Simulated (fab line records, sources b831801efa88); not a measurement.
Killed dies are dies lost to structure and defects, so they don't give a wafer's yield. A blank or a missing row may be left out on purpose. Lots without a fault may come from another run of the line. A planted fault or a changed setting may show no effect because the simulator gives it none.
Which tool did it? | flow gf180mcu | 6 lots, 17 wafers sampled, at 4 steps of a route of 602

WHAT THE GAUGES READ, wafer by wafer
GF_SAB_THK_MEAS_01.
lot  | measured     | on            | SAB_CVD_00_THK (nm)
L672 | day 15 22:16 | film_metro-03 | 49.1 49.9 49.5
L675 | day 17 10:28 | film_metro-02 | 49.4 50.4 50.8
L679 | day 18 17:11 | film_metro-04 | 49.8 13.8
L686 | day 20 23:13 | film_metro-02 | 49.9 50.0 50.6
L688 | day 21 20:39 | film_metro-04 | 49.6 51.0 50.2
L690 | day 22 09:18 | film_metro-03 | 49.3 49.7 50.7

WHICH TOOL RAN EACH LOT (tool, then ch and the chambers of the sampled wafers, then the start)
lot  | GF_HV_LDD_STRIP_37                   | GF_HV_LDD_RTA_52                 | GF_SAB_CVD_00
L672 | plasma_asher-03 ch 0,1, day 13 03:23 | rtp_anneal-02 ch 0, day 14 00:20 | pecvd-04 ch 0,1,2, day 15 22:15
L675 | plasma_asher-03 ch 0,1, day 14 13:17 | rtp_anneal-01 ch 0, day 15 10:51 | pecvd-04 ch 0,1, day 17 10:26
L679 | plasma_asher-02 ch 1, day 15 16:31   | rtp_anneal-01 ch 0, day 16 15:00 | pecvd-01 ch 0,1, day 18 17:09
L686 | plasma_asher-03 ch 0, day 17 18:57   | rtp_anneal-01 ch 0, day 18 18:44 | pecvd-04 ch 0,1, day 20 23:12
L688 | plasma_asher-01 ch 0, day 18 15:21   | rtp_anneal-02 ch 0, day 19 16:41 | pecvd-04 ch 1,2, day 21 20:38
L690 | plasma_asher-03 ch 0,1, day 19 05:58 | rtp_anneal-02 ch 0, day 20 06:18 | pecvd-03 ch 0,1, day 22 09:16
- GF_HV_LDD_STRIP_37: strips in O2/N2.
- GF_HV_LDD_RTA_52: time 10 s.
- GF_SAB_CVD_00: deposits SiO2 from TEOS, target thk 50 nm, time 4.9302 s.

THE ANSWER, worked out from the rows above alone
Rule: what is usual is taken from the lots themselves. Put in order of their means at a reading, lots are off if they are a third of the lots or fewer, leave a main group of 4 or more, and stand apart from it by a gap of 3 or more times the standard deviation of the main group's means; of several such gaps the widest counts. A main group whose means are all the same, to the digits that the tables above print for the reading, isn't used. A lot without any number at a reading at which 4 lots or more have one is off too. The other lots that the step has rows for count as sound.
Off: L679, at GF_SAB_THK_MEAS_01 (SAB_CVD_00_THK). The main group: mean 50.0 nm, standard deviation 0.28.
A tool fits if, at a process step before that reading, it ran every lot that is off, and no sound lot after the first of them. The gauges at GF_SAB_THK_MEAS_01 are tried like those tools. Can't be told from this: 2 tools fit, plasma_asher-02 at GF_HV_LDD_STRIP_37, pecvd-01 at GF_SAB_CVD_00.

WHAT THE SIMULATOR HAD PUT IN
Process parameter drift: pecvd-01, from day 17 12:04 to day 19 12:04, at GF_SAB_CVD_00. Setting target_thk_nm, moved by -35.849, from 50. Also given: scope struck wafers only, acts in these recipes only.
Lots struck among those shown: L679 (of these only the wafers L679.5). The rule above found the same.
